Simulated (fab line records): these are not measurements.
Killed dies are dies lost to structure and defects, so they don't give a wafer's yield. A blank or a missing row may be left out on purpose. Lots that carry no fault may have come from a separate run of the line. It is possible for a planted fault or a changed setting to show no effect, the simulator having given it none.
A struck lot beside a sound one :: flow sky130 :: 16 steps out of a route of 708
Sound: these wafers, L957.1, L957.2, L957.5. The struck wafers were L960.2, L960.3, L960.4. At the end, the cause is stated.
At each step with rows: each side's tool, then ch and its chambers, then its first start. Under that, the readings that differ: sound wafers :: struck wafers :: difference of the means :: sigmas: that difference in standard deviations of wafers without a fault.
alike: a reading whose means differ by less than 2 such deviations, as well as words and numbers matching on both sides. not compared: withheld readings; readings where some wafer has no value; bounds like >300 that might hide an equal value; numbers whose values overlap and for which the record gives no deviation.
The two part at a step that has a row with sigmas, a row that says differs or no value, or rows on one side only. Non-overlapping numbers with no deviation appear without sigmas and do not part them. A reading that every wafer of one side lacks parts them only if that side has two wafers or more.

first, 1 step without rows for these wafers: SKY_VT_ADJUST_LVTN_IMPLANT_19.
SKY_VT_ADJUST_LVTN_STRIP_20: strips in O2/N2.
  sound on plasma_asher-03 ch 0,1, day 10 14:50; struck on plasma_asher-03 ch 0,1, day 11 19:26
reading: strip_time_to_endpoint_s (s)
sound: 14.11 14.10 14.14
struck: 14.24 14.20 14.22
difference: +0.10
sigmas: +2
  alike: drypump_motor_current_A, n2_flow_sccm, oes_product_au
  not compared: rf_hours_counter_h
SKY_VT_ADJUST_LVTN_TW_MEAS_21:
  sound on film_metro-02 at day 10 14:56; struck on film_metro-04 at day 11 19:33
reading: VT_ADJUST_LVTN_2_TW
sound: 188.9 189.3 189.3
struck: 186.3 187.7 186.6
difference: -2.3
sigmas: -2
then, 7 steps without rows for these wafers: SKY_VT_ADJUST_NCORE_DEHYDRATE_00 (time 60 s); SKY_VT_ADJUST_NCORE_HMDS_01 (prime time 60 s); SKY_VT_ADJUST_NCORE_COAT_02 (resist thk 1140 nm); SKY_VT_ADJUST_NCORE_SOFTBAKE_03 (time 60 s); SKY_VT_ADJUST_NCORE_EXPOSE_04 (exposes mask LVTN COMPLEMENT THIN, target cd 380 nm); SKY_VT_ADJUST_NCORE_PEB_05; SKY_VT_ADJUST_NCORE_DEVELOP_06 (develop time 60 s).
SKY_VT_ADJUST_NCORE_CD_MEAS_07 targets a cd of 380 nm.
  sound on cd_sem-01 at day 11 13:40; struck on cd_sem-01 at day 12 19:56
  alike: cd_nm
SKY_VT_ADJUST_NCORE_OVL_MEAS_08:
  sound on overlay-01 at day 11 13:47; struck on overlay-02 at day 12 20:02
  alike: VT_ADJUST_NCORE_OVL
SKY_VT_ADJUST_NCORE_IMPLANT_09:
  sound on implanter-04 ch 0, day 11 13:49; struck on implanter-02 ch 0, day 12 20:05
reading: beam_energy_keV
sound: 9.997 9.995 9.997
struck: 7.127 7.127 7.132
difference: -2.868
sigmas: -99 or more

reading: model.implant.rp_nm (nm)
sound: 31.66 31.66 31.66
struck: 24.92 24.92 24.92
difference: -6.74
sigmas: 

reading: model.implant.drp_nm (nm)
sound: 17.11 17.11 17.11
struck: 13.5 13.5 13.5
difference: -3.6
sigmas: 
SKY_VT_ADJUST_NCORE_STRIP_10: strips in O2/N2.
  sound on plasma_asher-02 ch 0,1, day 11 13:58; struck on plasma_asher-04 ch 0,1, day 12 20:13
  alike: drypump_motor_current_A, n2_flow_sccm, oes_product_au, strip_time_to_endpoint_s
  not compared: rf_hours_counter_h
SKY_VT_ADJUST_NCORE_TW_MEAS_11:
  sound on film_metro-01 at day 11 14:04; struck on film_metro-02 at day 12 20:33
reading: VT_ADJUST_NCORE_TW
sound: 216.6 215.6 216.5
struck: 203.8 203.8 203.9
difference: -12.4
sigmas: -8
  not compared: hold
-- the record jumps here: 37 days lie between the struck wafers' starts before and after (it left off in module VT_ADJUST_NCORE and takes up again in module PAD_OPEN, whose first step shown is number 708 of the route) --
SKY_PAD_OPEN_PROBE_99:
  sound on prober-02 at day 48 15:04; struck on prober-02 at day 49 11:35
reading: model.etest.nfet_16v.r_on_ohm_um
sound: 1.426e+04 1.434e+04 1.423e+04
struck: 1.349e+04 1.356e+04 1.355e+04
difference: -7.433e+02
sigmas: 

reading: model.etest.pfet_g5v0d10v5.r_on_ohm_um
sound: 4784 4756 4763
struck: 4832 4894 4898
difference: +107
sigmas: 

reading: model.etest.res_pwell_under_gate.rs_ohm_sq
sound: 2288 2289 2283
struck: 2328 2330 2324
difference: +41
sigmas: 

reading: model.etest.pfet_16v.drive_ua_um
sound: 241.6 245.7 247.6
struck: 230.8 230.7 233.7
difference: -13.2
sigmas: 

reading: model.etest.pfet_g5v0d10v5.off_log10_a_um
sound: -12.63 -12.44 -12.4
struck: -13.47 -13.51 -13.47
difference: -0.99
sigmas: 

reading: model.etest.pfet_g5v0d10v5.vt_sat_v (V)
sound: -0.6482 -0.632 -0.5957
struck: -0.738 -0.7561 -0.7601
difference: -0.126
sigmas: 

reading: model.etest.pfet_16v.vt_v (V)
sound: -1.095 -1.093 -1.093
struck: -1.178 -1.185 -1.183
difference: -0.088
sigmas: 

reading: model.etest.pfet_g5v0d10v5.vt_v (V)
sound: -0.8492 -0.8399 -0.8019
struck: -0.8969 -0.9152 -0.9227
difference: -0.0813
sigmas: 
  alike: killed_at_M0_to_M3, killed_at_M4_up, killed_at_contacts, killed_at_front_end, killed_at_other, killed_dies, killed_on_rim, killed_open, killed_short

== WHERE THEY PART ==
Last at SKY_VT_ADJUST_NCORE_TW_MEAS_11 as far as this record goes, first at SKY_VT_ADJUST_LVTN_STRIP_20. Later steps at which nothing parts them and some readings are alike: SKY_PAD_OPEN_PROBE_99.

WHY: the cause the simulator had injected
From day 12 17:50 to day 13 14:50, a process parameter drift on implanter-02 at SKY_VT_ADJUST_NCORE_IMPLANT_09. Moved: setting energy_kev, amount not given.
